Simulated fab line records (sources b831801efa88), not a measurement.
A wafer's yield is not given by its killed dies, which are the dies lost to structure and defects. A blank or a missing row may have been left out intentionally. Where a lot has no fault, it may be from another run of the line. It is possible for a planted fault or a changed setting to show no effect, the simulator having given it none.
Which tool is to blame? ; flow gf180mcu ; 12 lots (36 wafers sampled), 1 step of a 602-step route

WHAT THE GAUGES SHOWED, per wafer
GF_STI_THK_MEAS_04.
lot;measured;on;STI_CVD_03_THK (nm)
L075;day 1 18:34;film metro-04;204.6 206.1 206.2
L077;day 2 04:34;film metro-02;205.8 207.4 207.0
L079;day 2 14:43;film metro-01;207.6 208.0 207.4
L081;day 3 00:56;film metro-02;209.0 208.2 208.6
L083;day 3 10:34;film metro-01;205.2 205.8 205.6
L085;day 3 20:38;film metro-02;205.1 206.7 204.0
L087;day 4 07:18;film metro-02;207.8 207.1 205.4
L089;day 4 16:35;film metro-02;207.0 208.9 208.4
L091;day 5 02:34;film metro-04;205.6 205.9 204.9
L093;day 5 12:34;film metro-01;208.9 208.6 209.0
L095;day 6 00:28;film metro-04;206.4 207.6 207.5
L097;day 6 12:26;film metro-01;206.7 208.3 206.6

WHICH TOOL RAN EACH LOT (tool, then ch and the chambers of the sampled wafers, then the start)
There is no process step in the record ahead of these readings.

THE ANSWER, worked out from the rows above alone
Rule: the usual values come from the lots themselves. The widest of any qualifying gaps counts: lots, ordered by their means at a reading, are off when they make up no more than a third of the lots, leave a main group of 4 or more, and stand apart from it by 3 or more times the standard deviation of that group's means. A main group whose means are all the same, to the digits that the tables above print for the reading, isn't used. Also off: a lot with no number at a reading for which 4 or more lots have one. Where the step has rows for the other lots, those lots are counted as sound.
No lot is off on any of the readings shown, so nothing can be concluded from this.

WHAT THE SIMULATOR HAD PUT IN
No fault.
